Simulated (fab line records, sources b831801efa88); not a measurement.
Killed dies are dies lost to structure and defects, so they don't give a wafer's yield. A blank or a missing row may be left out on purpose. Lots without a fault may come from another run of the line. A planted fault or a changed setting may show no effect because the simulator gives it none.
fab line records | flow gf180mcu
record lots=5 wafers=15 last_day=32
route steps=602 shown POLY_GATE@174 HV_LDD@176
lots that met no fault: from a run of the same line without faults
start_h: hours from the record's first day to the start of the lot's first wafer shown | wait_h: hours since the lot's step before | " the same as in the row above | L1.1+2: a row that stands for several wafers | - no value, or no start given | * or withheld: withheld | < > ~ a bound
route shown NAME@n: a module of which the file shows steps, and the number in the route of the first | usual: mean/standard deviation of fault-free wafers | same: alike in all rows | chamber/n: place in a boat | sites: the reading at each site | _std_site: their standard deviation | _edge_site: outer sites' mean less inner sites' | radius_mm: how far each site lies from the wafer's centre | mask NAME#n: copy n | behind: the tool/chamber that last shaped the wafer | hold: why the lot was held/for how many hours/how that ended | device: the transistor (n, p or np) that didn't switch | end of line: the same wafers' tests at the end of the route | a step without rows: its recipe alone | killed: dies lost to structure and defects at the first sort, not the wafer's yield | map: a wafer's dies, x killed, . not, _ none there
set.NAME: the setting as run; set.NAME@STEP: as run at that earlier step | model.NAME: the simulator's own value behind a step, which no gauge read
lots at some steps of the route; a table a step, a row a wafer
services: from which hour (start_h, from the record's first day; less than 0 if before it) a tool's chamber was out of use, for how many hours, and why
## steps
# step GF_POLY_GATE_THK_MEAS_17
# recipe reads=SiO2_of_POLY_GATE_OXIDATION_16
# usual POLY_GATE_OXIDATION_THK=3.99/0.086
# columns lot.wafer tool chamber start_h wait_h POLY_GATE_OXIDATION_THK[nm]
L074.2 film_metro-02 - 199.27 0.0 4.01
L074.4 " - " " 4.00
L074.5 " - " " 4.09
L079.1 film_metro-03 - 238.23 0.0 4.05
L079.4 " - " " 4.11
L079.5 " - " " 4.12
L081.2 film_metro-02 - 256.17 0.0 3.99
L081.3 " - " " 4.04
L081.5 " - " " 4.11
L085.2 film_metro-01 - 290.80 0.0 4.08
L085.4 " - " " 4.00
L085.5 " - " " 4.08
L087.1 film_metro-03 - 300.35 0.0 4.08
L087.2 " - " " 3.99
L087.3 " - " " 4.01
# step GF_POLY_GATE_CD_MEAS_18
# usual cd_nm=279.7/1.9
# columns lot.wafer tool chamber start_h wait_h cd_nm
L074.2 cd_sem-01 - 199.35 0.1 280.4
L074.4 " - " " 283.9
L074.5 " - " " 278.9
L079.1 cd_sem-01 - 238.29 0.1 280.4
L079.4 " - " " 279.0
L079.5 " - " " 280.5
L081.2 cd_sem-01 - 256.25 0.1 278.0
L081.3 " - " " 280.3
L081.5 " - " " 280.4
L085.2 cd_sem-01 - 290.88 0.1 280.1
L085.4 " - " " 278.4
L085.5 " - " " 280.5
L087.1 cd_sem-02 - 300.41 0.1 278.9
L087.2 " - " " 279.3
L087.3 " - " " 280.2
# step GF_HV_LDD_DEHYDRATE_00
# recipe temp_c=200 time_s=60
# usual heater_power_total_W=160.38/0.12
# columns lot.wafer tool chamber start_h wait_h heater_power_total_W
L074.2 litho_track-02 0 207.15 7.8 160.44
L074.4 " 0 " " 160.32
L074.5 " 0 " " 160.38
L079.1 litho_track-02 0 246.42 8.1 160.32
L079.4 " 0 " " 160.22
L079.5 " 0 " " 160.26
L081.2 litho_track-01 0 264.65 8.4 160.55
L081.3 " 0 " " 160.30
L081.5 " 0 " " 160.37
L085.2 litho_track-03 0 299.81 8.9 160.27
L085.4 " 0 " " 160.57
L085.5 " 0 " " 160.48
L087.1 litho_track-02 0 309.82 9.4 160.15
L087.2 " 0 " " 160.46
L087.3 " 0 " " 160.49
# step GF_HV_LDD_HMDS_01
# recipe prime_time_s=60 prime_temp_c=120
# same prime_time_s=60
# columns lot.wafer tool chamber start_h wait_h
L074.2+4+5 litho_track-02 0 207.30 0.1
L079.1+4+5 litho_track-02 0 246.57 0.1
L081.2+3+5 litho_track-01 0 264.80 0.1
L085.2+4+5 litho_track-03 0 299.96 0.1
L087.1+2+3 litho_track-02 0 309.97 0.1
# step GF_HV_LDD_COAT_02
# recipe resist=NOVOLAK spin_rpm=3000 resist_thk_nm=1000
# columns lot.wafer tool chamber start_h wait_h
L074.2+4+5 litho_track-02 0 207.45 0.1
L079.1+4+5 litho_track-02 0 246.72 0.1
L081.2+3+5 litho_track-01 0 264.95 0.1
L085.2+4+5 litho_track-03 0 300.11 0.1
L087.1+2+3 litho_track-02 0 310.12 0.1
# step GF_HV_LDD_SOFTBAKE_03
# recipe temp_c=90 time_s=60 resist=NOVOLAK
# usual heater_power_total_W=56.60/0.044
# columns lot.wafer tool chamber start_h wait_h heater_power_total_W
L074.2 litho_track-02 0 207.60 0.1 56.62
L074.4 " 0 " " 56.59
L074.5 " 0 " " 56.49
L079.1 litho_track-02 0 246.87 0.1 56.57
L079.4 " 0 " " 56.53
L079.5 " 0 " " 56.60
L081.2 litho_track-01 0 265.10 0.1 56.53
L081.3 " 0 " " 56.65
L081.5 " 0 " " 56.61
L085.2 litho_track-03 0 300.26 0.1 56.61
L085.4 " 0 " " 56.59
L085.5 " 0 " " 56.66
L087.1 litho_track-02 0 310.27 0.1 56.63
L087.2 " 0 " " 56.57
L087.3 " 0 " " 56.60
# step GF_HV_LDD_EXPOSE_04
# recipe mask_id=Nplus_LV_AREA target_cd_nm=400 na=0.6 source_shape=conventional sigma_outer=0.6 dose_mj=140
# columns lot.wafer tool chamber start_h wait_h mask
L074.2+4+5 iline_stepper-01 0 - - Nplus_LV_AREA#0
L079.1+4+5 iline_stepper-02 0 - - Nplus_LV_AREA#0
L081.2+3+5 iline_stepper-02 0 - - Nplus_LV_AREA#0
L085.2+4+5 iline_stepper-02 0 - - Nplus_LV_AREA#0
L087.1+2+3 iline_stepper-01 0 - - Nplus_LV_AREA#0
# step GF_HV_LDD_PEB_05
# recipe temp_c=withheld time_s=* resist=NOVOLAK
# columns lot.wafer tool chamber start_h wait_h
L074.2+4+5 litho_track-02 0 - -
L079.1+4+5 litho_track-01 0 - -
L081.2+3+5 litho_track-01 0 - -
L085.2+4+5 litho_track-03 0 - -
L087.1+2+3 litho_track-03 0 - -
# step GF_HV_LDD_DEVELOP_06
# recipe develop_time_s=60 dev_temp_c=23
# columns lot.wafer tool chamber start_h wait_h
L074.2+4+5 litho_track-02 0 216.05 0.1
L079.1+4+5 litho_track-01 0 255.47 0.1
L081.2+3+5 litho_track-01 0 273.65 0.1
L085.2+4+5 litho_track-03 0 310.21 0.1
L087.1+2+3 litho_track-03 0 319.48 0.1
# step GF_HV_LDD_CD_MEAS_07
# recipe target_cd_nm=400
# usual cd_nm=400.4/2.2
# columns lot.wafer tool chamber start_h wait_h cd_nm
L074.2 cd_sem-01 - 216.19 0.1 401.9
L074.4 " - " " 405.3
L074.5 " - " " 403.6
L079.1 cd_sem-02 - 255.62 0.1 400.3
L079.4 " - " " 402.9
L079.5 " - " " 401.7
L081.2 cd_sem-01 - 273.79 0.1 403.6
L081.3 " - " " 403.7
L081.5 " - " " 401.8
L085.2 cd_sem-02 - 310.35 0.1 403.4
L085.4 " - " " 402.2
L085.5 " - " " 402.7
L087.1 cd_sem-02 - 319.63 0.1 396.1
L087.2 " - " " 397.6
L087.3 " - " " 397.8
# step GF_HV_LDD_OVL_MEAS_08
# usual HV_LDD_OVL=-0.3/1.2
# columns lot.wafer tool chamber start_h wait_h HV_LDD_OVL[nm]
L074.2 overlay-01 - 216.30 0.1 -0.3
L074.4 " - " " 0.3
L074.5 " - " " 0.5
L079.1 overlay-01 - 255.74 0.1 1.9
L079.4 " - " " -0.5
L079.5 " - " " 0.7
L081.2 overlay-01 - 273.90 0.1 1.1
L081.3 " - " " 0.2
L081.5 " - " " 1.8
L085.2 overlay-01 - 310.46 0.1 0.7
L085.4 " - " " 0.4
L085.5 " - " " -0.9
L087.1 overlay-02 - 319.75 0.1 -0.3
L087.2 " - " " -0.8
L087.3 " - " " 0.4
# step GF_HV_LDD_IMPLANT_09
# recipe species=As energy_kev=40 dose_cm2=1e+14 tilt_deg=7
# columns lot.wafer tool chamber start_h wait_h
L074.2+4+5 implanter-02 0 216.35 0.0
L079.1+4+5 implanter-02 0 255.78 0.0
L081.2+3+5 implanter-02 0 273.95 0.0
L085.2+4+5 implanter-03 0 310.52 0.0
L087.1+2+3 implanter-01 0 319.79 0.0
# step GF_HV_LDD_STRIP_10
# recipe chemistry=O2/N2 power_w=1400 pressure_mtorr=1500 platen_temp_c=250 o2_flow_sccm=3000 n2_flow_sccm=300 overash_fraction=0.5
# usual drypump_motor_current_A=5.45/0.13 heater_power_w=316/27 oes_product_au=0.716/0.0044 strip_time_to_endpoint_s=12.63/0.034
# same overash_fraction=0.5
# columns lot.wafer tool chamber start_h wait_h drypump_motor_current_A heater_power_w oes_product_au rf_hours_counter_h strip_time_to_endpoint_s
L074.2 plasma_asher-02 0 216.48 0.1 5.41 349 0.708 59 12.66
L074.4 " 1 " " 5.33 313 0.721 - 12.63
L074.5 " 0 " " 5.42 351 0.712 - 12.66
L079.1 plasma_asher-04 1 255.93 0.1 5.40 305 0.714 14 12.65
L079.4 " 1 " " 5.38 299 0.712 - 12.67
L079.5 " 1 " " 5.41 313 0.714 - 12.67
L081.2 plasma_asher-04 1 274.08 0.1 5.43 307 0.726 16 12.70
L081.3 " 0 " " 5.65 270 0.718 - 12.69
L081.5 " 0 " " 5.63 271 0.711 - 12.70
L085.2 plasma_asher-02 1 310.64 0.1 5.34 312 0.723 68 12.65
L085.4 " 0 " " 5.44 346 0.725 - 12.65
L085.5 " 1 " " 5.36 312 0.713 - 12.67
L087.1 plasma_asher-03 0 319.94 0.1 5.22 368 0.716 67 12.69
L087.2 " 1 " " 5.59 307 0.712 67 12.70
L087.3 " 1 " " 5.59 311 0.714 - 12.70
# step GF_HV_LDD_TW_MEAS_11
# usual HV_LDD_TW=2420/31
# columns lot.wafer tool chamber start_h wait_h HV_LDD_TW
L074.2 film_metro-01 - 216.60 0.1 2445
L074.4 " - " " 2444
L074.5 " - " " 2437
L079.1 film_metro-03 - 256.03 0.1 2389
L079.4 " - " " 2389
L079.5 " - " " 2398
L081.2 film_metro-03 - 274.19 0.1 2395
L081.3 " - " " 2387
L081.5 " - " " 2381
L085.2 film_metro-04 - 310.75 0.1 2457
L085.4 " - " " 2455
L085.5 " - " " 2459
L087.1 film_metro-01 - 320.11 0.1 2448
L087.2 " - " " 2456
L087.3 " - " " 2454
# step GF_HV_LDD_DEHYDRATE_12
# recipe temp_c=200 time_s=60
# usual heater_power_total_W=160.38/0.12
# columns lot.wafer tool chamber start_h wait_h heater_power_total_W
L074.2 litho_track-03 0 224.91 8.3 160.39
L074.4 " 0 " " 160.50
L074.5 " 0 " " 160.58
L079.1 litho_track-02 0 264.12 8.1 160.32
L079.4 " 0 " " 160.46
L079.5 " 0 " " 160.51
L081.2 litho_track-01 0 283.00 8.8 160.53
L081.3 " 0 " " 160.26
L081.5 " 0 " " 160.65
L085.2 litho_track-01 0 320.05 9.3 160.34
L085.4 " 0 " " 160.35
L085.5 " 0 " " 160.38
L087.1 litho_track-02 0 330.32 10.2 160.44
L087.2 " 0 " " 160.27
L087.3 " 0 " " 160.39
# step GF_HV_LDD_HMDS_13
# recipe prime_time_s=60 prime_temp_c=120
# same prime_time_s=60
# columns lot.wafer tool chamber start_h wait_h
L074.2+4+5 litho_track-03 0 225.06 0.1
L079.1+4+5 litho_track-02 0 264.27 0.1
L081.2+3+5 litho_track-01 0 283.15 0.1
L085.2+4+5 litho_track-01 0 320.20 0.1
L087.1+2+3 litho_track-02 0 330.47 0.1
# step GF_HV_LDD_COAT_14
# recipe resist=NOVOLAK spin_rpm=3000 resist_thk_nm=1000
# columns lot.wafer tool chamber start_h wait_h
L074.2+4+5 litho_track-03 0 225.21 0.1
L079.1+4+5 litho_track-02 0 264.42 0.1
L081.2+3+5 litho_track-01 0 283.30 0.1
L085.2+4+5 litho_track-01 0 320.35 0.1
L087.1+2+3 litho_track-02 0 330.62 0.1
# step GF_HV_LDD_SOFTBAKE_15
# recipe temp_c=90 time_s=60 resist=NOVOLAK
# usual heater_power_total_W=56.60/0.045
# columns lot.wafer tool chamber start_h wait_h heater_power_total_W
L074.2 litho_track-03 0 225.36 0.1 56.67
L074.4 " 0 " " 56.63
L074.5 " 0 " " 56.67
L079.1 litho_track-02 0 264.57 0.1 56.57
L079.4 " 0 " " 56.62
L079.5 " 0 " " 56.54
L081.2 litho_track-01 0 283.45 0.1 56.62
L081.3 " 0 " " 56.55
L081.5 " 0 " " 56.64
L085.2 litho_track-01 0 320.50 0.1 56.52
L085.4 " 0 " " 56.64
L085.5 " 0 " " 56.64
L087.1 litho_track-02 0 330.77 0.1 56.64
L087.2 " 0 " " 56.60
L087.3 " 0 " " 56.59
# step GF_HV_LDD_EXPOSE_16
# recipe mask_id=Pplus_LV_AREA target_cd_nm=400 na=0.6 source_shape=conventional sigma_outer=0.6 dose_mj=140
# columns lot.wafer tool chamber start_h wait_h mask
L074.2+4+5 iline_stepper-02 0 - - Pplus_LV_AREA#0
L079.1+4+5 iline_stepper-02 0 - - Pplus_LV_AREA#0
L081.2+3+5 iline_stepper-02 0 - - Pplus_LV_AREA#0
L085.2+4+5 iline_stepper-02 0 - - Pplus_LV_AREA#0
L087.1+2+3 iline_stepper-01 0 - - Pplus_LV_AREA#0
# step GF_HV_LDD_PEB_17
# recipe temp_c=withheld time_s=* resist=NOVOLAK
# columns lot.wafer tool chamber start_h wait_h
L074.2+4+5 litho_track-02 0 - -
L079.1+4+5 litho_track-03 0 - -
L081.2+3+5 litho_track-03 0 - -
L085.2+4+5 litho_track-01 0 - -
L087.1+2+3 litho_track-03 0 - -
# step GF_HV_LDD_DEVELOP_18
# recipe develop_time_s=60 dev_temp_c=23
# columns lot.wafer tool chamber start_h wait_h
L074.2+4+5 litho_track-02 0 233.75 0.1
L079.1+4+5 litho_track-03 0 273.14 0.1
L081.2+3+5 litho_track-03 0 292.81 0.1
L085.2+4+5 litho_track-01 0 331.15 0.1
L087.1+2+3 litho_track-03 0 340.83 0.1
# step GF_HV_LDD_CD_MEAS_19
# recipe target_cd_nm=400
# usual cd_nm=399.6/2.4
# columns lot.wafer tool chamber start_h wait_h cd_nm
L074.2 cd_sem-01 - 233.89 0.1 401.0
L074.4 " - " " 400.0
L074.5 " - " " 400.5
L079.1 cd_sem-01 - 273.29 0.1 400.6
L079.4 " - " " 399.9
L079.5 " - " " 399.4
L081.2 cd_sem-02 - 292.96 0.1 400.7
L081.3 " - " " 399.5
L081.5 " - " " 398.7
L085.2 cd_sem-01 - 331.29 0.1 398.8
L085.4 " - " " 397.6
L085.5 " - " " 399.4
L087.1 cd_sem-02 - 340.98 0.1 400.3
L087.2 " - " " 401.1
L087.3 " - " " 399.1
# step GF_HV_LDD_OVL_MEAS_20
# usual HV_LDD_01_OVL=-0.4/1.5
# columns lot.wafer tool chamber start_h wait_h HV_LDD_01_OVL[nm]
L074.2 overlay-02 - 234.00 0.1 -0.3
L074.4 " - " " -0.2
L074.5 " - " " -1.5
L079.1 overlay-02 - 273.41 0.1 1.6
L079.4 " - " " 1.4
L079.5 " - " " 1.5
L081.2 overlay-01 - 293.07 0.1 0.0
L081.3 " - " " -0.2
L081.5 " - " " 3.0
L085.2 overlay-02 - 331.40 0.1 -1.4
L085.4 " - " " -2.4
L085.5 " - " " -0.4
L087.1 overlay-02 - 341.10 0.1 2.1
L087.2 " - " " 3.2
L087.3 " - " " 4.1
# step GF_HV_LDD_IMPLANT_21
# recipe species=BF2 energy_kev=25 dose_cm2=5e+13 tilt_deg=7
# columns lot.wafer tool chamber start_h wait_h
L074.2+4+5 implanter-02 0 234.05 0.0
L079.1+4+5 implanter-01 0 273.44 0.0
L081.2+3+5 implanter-03 0 293.12 0.0
L085.2+4+5 implanter-02 0 331.45 0.0
L087.1+2+3 implanter-02 0 341.14 0.0
# step GF_HV_LDD_STRIP_22
# recipe chemistry=O2/N2 power_w=1400 pressure_mtorr=1500 platen_temp_c=250 o2_flow_sccm=3000 n2_flow_sccm=300 overash_fraction=0.5
# usual drypump_motor_current_A=5.45/0.13 heater_power_w=315/28 oes_product_au=0.717/0.0042 strip_time_to_endpoint_s=12.63/0.038
# same overash_fraction=0.5
# columns lot.wafer tool chamber start_h wait_h drypump_motor_current_A heater_power_w oes_product_au rf_hours_counter_h strip_time_to_endpoint_s
L074.2 plasma_asher-04 0 234.18 0.1 5.64 278 0.714 12 12.59
L074.4 " 0 " " 5.59 278 0.721 - 12.66
L074.5 " 1 " " 5.42 308 0.716 - 12.63
L079.1 plasma_asher-04 0 273.59 0.1 5.65 277 0.717 16 12.69
L079.4 " 1 " " 5.45 310 0.717 - 12.71
L079.5 " 1 " " 5.43 305 0.718 - 12.66
L081.2 plasma_asher-04 0 293.25 0.1 5.64 280 0.715 18 12.68
L081.3 " 1 " " 5.42 304 0.710 - 12.65
L081.5 " 0 " " 5.58 273 0.718 - 12.64
L085.2 plasma_asher-04 1 331.58 0.1 5.43 302 0.720 22 12.65
L085.4 " 0 " " 5.57 280 0.719 - 12.69
L085.5 " 1 " " 5.41 300 0.719 - 12.62
L087.1 plasma_asher-03 0 341.29 0.1 5.17 365 0.722 70 12.62
L087.2 " 1 " " 5.59 305 0.716 70 12.64
L087.3 " 0 " " 5.18 344 0.709 - 12.61
# step GF_HV_LDD_TW_MEAS_23
# usual HV_LDD_2_TW=1062/13
# columns lot.wafer tool chamber start_h wait_h HV_LDD_2_TW
L074.2 film_metro-01 - 234.29 0.1 1068
L074.4 " - " " 1071
L074.5 " - " " 1066
L079.1 film_metro-01 - 273.69 0.1 1063
L079.4 " - " " 1070
L079.5 " - " " 1075
L081.2 film_metro-03 - 293.36 0.1 1036
L081.3 " - " " 1044
L081.5 " - " " 1037
L085.2 film_metro-04 - 331.69 0.1 1073
L085.4 " - " " 1068
L085.5 " - " " 1075
L087.1 film_metro-03 - 341.39 0.1 1042
L087.2 " - " " 1047
L087.3 " - " " 1044
# step GF_HV_LDD_DEHYDRATE_24
# recipe temp_c=200 time_s=60
# usual heater_power_total_W=160.37/0.12
# columns lot.wafer tool chamber start_h wait_h heater_power_total_W
L074.2 litho_track-02 0 242.20 7.9 160.45
L074.4 " 0 " " 160.46
L074.5 " 0 " " 160.23
L079.1 litho_track-02 0 282.77 9.1 160.58
L079.4 " 0 " " 160.29
L079.5 " 0 " " 160.36
L081.2 litho_track-03 0 301.96 8.6 160.35
L081.3 " 0 " " 160.24
L081.5 " 0 " " 160.51
L085.2 litho_track-01 0 341.34 9.6 160.31
L085.4 " 0 " " 160.29
L085.5 " 0 " " 160.30
L087.1 litho_track-02 0 351.72 10.3 160.39
L087.2 " 0 " " 160.27
L087.3 " 0 " " 160.31
# step GF_HV_LDD_HMDS_25
# recipe prime_time_s=60 prime_temp_c=120
# same prime_time_s=60
# columns lot.wafer tool chamber start_h wait_h
L074.2+4+5 litho_track-02 0 242.35 0.1
L079.1+4+5 litho_track-02 0 282.92 0.1
L081.2+3+5 litho_track-03 0 302.11 0.1
L085.2+4+5 litho_track-01 0 341.49 0.1
L087.1+2+3 litho_track-02 0 351.87 0.1
# step GF_HV_LDD_COAT_26
# recipe resist=NOVOLAK spin_rpm=3000 resist_thk_nm=1000
# columns lot.wafer tool chamber start_h wait_h
L074.2+4+5 litho_track-02 0 242.50 0.1
L079.1+4+5 litho_track-02 0 283.07 0.1
L081.2+3+5 litho_track-03 0 302.26 0.1
L085.2+4+5 litho_track-01 0 341.64 0.1
L087.1+2+3 litho_track-02 0 352.02 0.1
# step GF_HV_LDD_SOFTBAKE_27
# recipe temp_c=90 time_s=60 resist=NOVOLAK
# usual heater_power_total_W=56.59/0.048
# columns lot.wafer tool chamber start_h wait_h heater_power_total_W
L074.2 litho_track-02 0 242.65 0.1 56.56
L074.4 " 0 " " 56.67
L074.5 " 0 " " 56.66
L079.1 litho_track-02 0 283.22 0.1 56.54
L079.4 " 0 " " 56.64
L079.5 " 0 " " 56.60
L081.2 litho_track-03 0 302.41 0.1 56.51
L081.3 " 0 " " 56.53
L081.5 " 0 " " 56.63
L085.2 litho_track-01 0 341.79 0.1 56.62
L085.4 " 0 " " 56.58
L085.5 " 0 " " 56.66
L087.1 litho_track-02 0 352.17 0.1 56.64
L087.2 " 0 " " 56.54
L087.3 " 0 " " 56.58
# step GF_HV_LDD_EXPOSE_28
# recipe mask_id=Nplus_HV_AREA target_cd_nm=400 na=0.6 source_shape=conventional sigma_outer=0.6 dose_mj=140
# columns lot.wafer tool chamber start_h wait_h mask
L074.2+4+5 iline_stepper-02 0 - - Nplus_HV_AREA#0
L079.1+4+5 iline_stepper-01 0 - - Nplus_HV_AREA#0
L081.2+3+5 iline_stepper-02 0 - - Nplus_HV_AREA#0
L085.2+4+5 iline_stepper-01 0 - - Nplus_HV_AREA#0
L087.1+2+3 iline_stepper-01 0 - - Nplus_HV_AREA#0
# step GF_HV_LDD_PEB_29
# recipe temp_c=withheld time_s=* resist=NOVOLAK
# columns lot.wafer tool chamber start_h wait_h
L074.2+4+5 litho_track-03 0 - -
L079.1+4+5 litho_track-02 0 - -
L081.2+3+5 litho_track-03 0 - -
L085.2+4+5 litho_track-01 0 - -
L087.1+2+3 litho_track-02 0 - -
# step GF_HV_LDD_DEVELOP_30
# recipe develop_time_s=60 dev_temp_c=23
# columns lot.wafer tool chamber start_h wait_h
L074.2+4+5 litho_track-03 0 251.11 0.1
L079.1+4+5 litho_track-02 0 292.62 0.1
L081.2+3+5 litho_track-03 0 311.86 0.1
L085.2+4+5 litho_track-01 0 352.64 0.1
L087.1+2+3 litho_track-02 0 362.92 0.1
# step GF_HV_LDD_CD_MEAS_31
# recipe target_cd_nm=400
# usual cd_nm=399.5/2.8
# columns lot.wafer tool chamber start_h wait_h cd_nm
L074.2 cd_sem-02 - 251.26 0.1 402.2
L074.4 " - " " 401.6
L074.5 " - " " 402.8
L079.1 cd_sem-01 - 292.77 0.1 400.9
L079.4 " - " " 402.6
L079.5 " - " " 402.6
L081.2 cd_sem-02 - 312.00 0.1 393.4
L081.3 " - " " 393.7
L081.5 " - " " 395.5
L085.2 cd_sem-02 - 352.79 0.1 392.6
L085.4 " - " " 393.8
L085.5 " - " " 394.3
L087.1 cd_sem-01 - 363.07 0.1 402.1
L087.2 " - " " 401.1
L087.3 " - " " 402.4
# step GF_HV_LDD_OVL_MEAS_32
# usual HV_LDD_02_OVL=-0.8/1.3
# columns lot.wafer tool chamber start_h wait_h HV_LDD_02_OVL[nm]
L074.2 overlay-01 - 251.36 0.1 0.5
L074.4 " - " " 1.4
L074.5 " - " " -0.9
L079.1 overlay-01 - 292.89 0.1 -0.2
L079.4 " - " " 1.0
L079.5 " - " " 0.4
L081.2 overlay-01 - 312.11 0.1 -0.5
L081.3 " - " " -1.3
L081.5 " - " " 0.6
L085.2 overlay-01 - 352.90 0.1 -1.8
L085.4 " - " " -1.4
L085.5 " - " " -4.0
L087.1 overlay-01 - 363.19 0.1 -1.2
L087.2 " - " " -1.0
L087.3 " - " " -1.2
# step GF_HV_LDD_IMPLANT_33
# recipe species=P energy_kev=60 dose_cm2=7.5e+12 tilt_deg=30 rotation_deg=0
# columns lot.wafer tool chamber start_h wait_h
L074.2+4+5 implanter-01 0 251.42 0.0
L079.1+4+5 implanter-01 0 292.93 0.0
L081.2+3+5 implanter-02 0 312.17 0.0
L085.2+4+5 implanter-01 0 352.95 0.0
L087.1+2+3 implanter-03 0 363.23 0.0
# step GF_HV_LDD_IMPLANT_34
# recipe species=P energy_kev=60 dose_cm2=7.5e+12 tilt_deg=30 rotation_deg=90
# columns lot.wafer tool chamber start_h wait_h
L074.2+4+5 implanter-01 0 251.57 0.1
L079.1+4+5 implanter-01 0 293.08 0.1
L081.2+3+5 implanter-02 0 312.32 0.1
L085.2+4+5 implanter-01 0 353.10 0.1
L087.1+2+3 implanter-03 0 363.38 0.1
# step GF_HV_LDD_IMPLANT_35
# recipe species=P energy_kev=60 dose_cm2=7.5e+12 tilt_deg=30 rotation_deg=180
# columns lot.wafer tool chamber start_h wait_h
L074.2+4+5 implanter-01 0 251.72 0.1
L079.1+4+5 implanter-01 0 293.23 0.1
L081.2+3+5 implanter-02 0 312.47 0.1
L085.2+4+5 implanter-01 0 353.25 0.1
L087.1+2+3 implanter-03 0 363.53 0.1
# step GF_HV_LDD_IMPLANT_36
# recipe species=P energy_kev=60 dose_cm2=7.5e+12 tilt_deg=30 rotation_deg=270
# columns lot.wafer tool chamber start_h wait_h
L074.2+4+5 implanter-01 0 251.87 0.1
L079.1+4+5 implanter-01 0 293.38 0.1
L081.2+3+5 implanter-02 0 312.62 0.1
L085.2+4+5 implanter-01 0 353.40 0.1
L087.1+2+3 implanter-03 0 363.68 0.1
# step GF_HV_LDD_STRIP_37
# recipe chemistry=O2/N2 power_w=1400 pressure_mtorr=1500 platen_temp_c=250 o2_flow_sccm=3000 n2_flow_sccm=300 overash_fraction=0.5
# usual drypump_motor_current_A=5.43/0.15 heater_power_w=323/27 oes_product_au=0.716/0.0045 strip_time_to_endpoint_s=12.63/0.041
# same overash_fraction=0.5
# columns lot.wafer tool chamber start_h wait_h drypump_motor_current_A heater_power_w oes_product_au rf_hours_counter_h strip_time_to_endpoint_s
L074.2 plasma_asher-03 1 251.99 0.1 5.57 324 0.716 60 12.70
L074.4 " 1 " " 5.58 309 0.705 - 12.68
L074.5 " 1 " " 5.57 319 0.710 - 12.67
L079.1 plasma_asher-02 0 293.53 0.1 5.43 348 0.715 66 12.60
L079.4 " 0 " " 5.45 342 0.722 - 12.64
L079.5 " 0 " " 5.42 344 0.713 - 12.60
L081.2 plasma_asher-04 0 312.74 0.1 5.60 270 0.708 20 12.61
L081.3 " 0 " " 5.64 282 0.715 - 12.63
L081.5 " 0 " " 5.64 272 0.721 - 12.57
L085.2 plasma_asher-02 0 353.53 0.1 5.44 354 0.714 71 12.71
L085.4 " 1 " " 5.36 311 0.716 - 12.69
L085.5 " 1 " " 5.35 315 0.714 - 12.69
L087.1 plasma_asher-04 1 363.83 0.1 5.39 303 0.716 27 12.65
L087.2 " 0 " " 5.62 276 0.713 27 12.68
L087.3 " 1 " " 5.39 313 0.717 - 12.66
# step GF_HV_LDD_TW_MEAS_38
# usual HV_LDD_3_TW=1442/17
# columns lot.wafer tool chamber start_h wait_h HV_LDD_3_TW
L074.2 film_metro-03 - 252.10 0.1 1430
L074.4 " - " " 1422
L074.5 " - " " 1431
L079.1 film_metro-03 - 293.63 0.1 1412
L079.4 " - " " 1417
L079.5 " - " " 1418
L081.2 film_metro-04 - 312.85 0.1 1455
L081.3 " - " " 1452
L081.5 " - " " 1455
L085.2 film_metro-04 - 353.64 0.1 1448
L085.4 " - " " 1450
L085.5 " - " " 1448
L087.1 film_metro-04 - 363.93 0.1 1449
L087.2 " - " " 1451
L087.3 " - " " 1454
# step GF_HV_LDD_DEHYDRATE_39
# recipe temp_c=200 time_s=60
# usual heater_power_total_W=160.37/0.13
# columns lot.wafer tool chamber start_h wait_h heater_power_total_W
L074.2 litho_track-02 0 260.60 8.5 160.24
L074.4 " 0 " " 160.51
L074.5 " 0 " " 160.59
L079.1 litho_track-02 0 302.37 8.7 160.41
L079.4 " 0 " " 160.32
L079.5 " 0 " " 160.33
L081.2 litho_track-01 0 321.85 9.0 160.34
L081.3 " 0 " " 160.38
L081.5 " 0 " " 160.45
L085.2 litho_track-02 0 363.69 10.0 160.42
L085.4 " 0 " " 160.32
L085.5 " 0 " " 160.41
L087.1 litho_track-03 0 374.88 10.9 160.29
L087.2 " 0 " " 160.41
L087.3 " 0 " " 160.31
# step GF_HV_LDD_HMDS_40
# recipe prime_time_s=60 prime_temp_c=120
# same prime_time_s=60
# columns lot.wafer tool chamber start_h wait_h
L074.2+4+5 litho_track-02 0 260.75 0.1
L079.1+4+5 litho_track-02 0 302.52 0.1
L081.2+3+5 litho_track-01 0 322.00 0.1
L085.2+4+5 litho_track-02 0 363.84 0.1
L087.1+2+3 litho_track-03 0 375.03 0.1
# step GF_HV_LDD_COAT_41
# recipe resist=NOVOLAK spin_rpm=3000 resist_thk_nm=1000
# columns lot.wafer tool chamber start_h wait_h
L074.2+4+5 litho_track-02 0 260.90 0.1
L079.1+4+5 litho_track-02 0 302.67 0.1
L081.2+3+5 litho_track-01 0 322.15 0.1
L085.2+4+5 litho_track-02 0 363.99 0.1
L087.1+2+3 litho_track-03 0 375.18 0.1
# step GF_HV_LDD_SOFTBAKE_42
# recipe temp_c=90 time_s=60 resist=NOVOLAK
# usual heater_power_total_W=56.60/0.049
# columns lot.wafer tool chamber start_h wait_h heater_power_total_W
L074.2 litho_track-02 0 261.05 0.1 56.62
L074.4 " 0 " " 56.55
L074.5 " 0 " " 56.63
L079.1 litho_track-02 0 302.82 0.1 56.60
L079.4 " 0 " " 56.61
L079.5 " 0 " " 56.63
L081.2 litho_track-01 0 322.30 0.1 56.74
L081.3 " 0 " " 56.69
L081.5 " 0 " " 56.54
L085.2 litho_track-02 0 364.14 0.1 56.47
L085.4 " 0 " " 56.58
L085.5 " 0 " " 56.54
L087.1 litho_track-03 0 375.33 0.1 56.66
L087.2 " 0 " " 56.62
L087.3 " 0 " " 56.53
## services
# columns tool chamber start_h hours kind
iline_stepper-02 - 191.08 0.6 repair
iline_stepper-02 - 202.41 1.7 pm
iline_stepper-01 - 204.08 1.7 pm
iline_stepper-02 0 213.18 - calibration
implanter-01 - 214.77 5.4 repair
implanter-03 - 222.72 1.2 repair
litho_track-03 - 223.48 - consumable_replace:filter
iline_stepper-01 - 224.56 15.5 repair
iline_stepper-01 - 259.92 8.9 pm
litho_track-01 - 262.08 - consumable_replace:filter
implanter-02 - 279.02 1.5 repair
implanter-02 - 292.07 6.0 pm
iline_stepper-01 - 294.45 6.2 repair
plasma_asher-02 - 298.04 2.8 pm
plasma_asher-02 - 320.74 15.6 pm
plasma_asher-03 - 323.03 2.8 repair
iline_stepper-01 - 339.81 0.7 repair
implanter-01 - 347.11 1.7 repair
plasma_asher-03 - 357.15 12.9 repair
implanter-01 - 366.08 5.0 repair
implanter-01 - 367.43 1.8 repair
implanter-02 - 370.83 4.5 pm
implanter-01 - 371.11 2.5 pm
plasma_asher-04 - 371.63 37.9 repair
## key
fault none
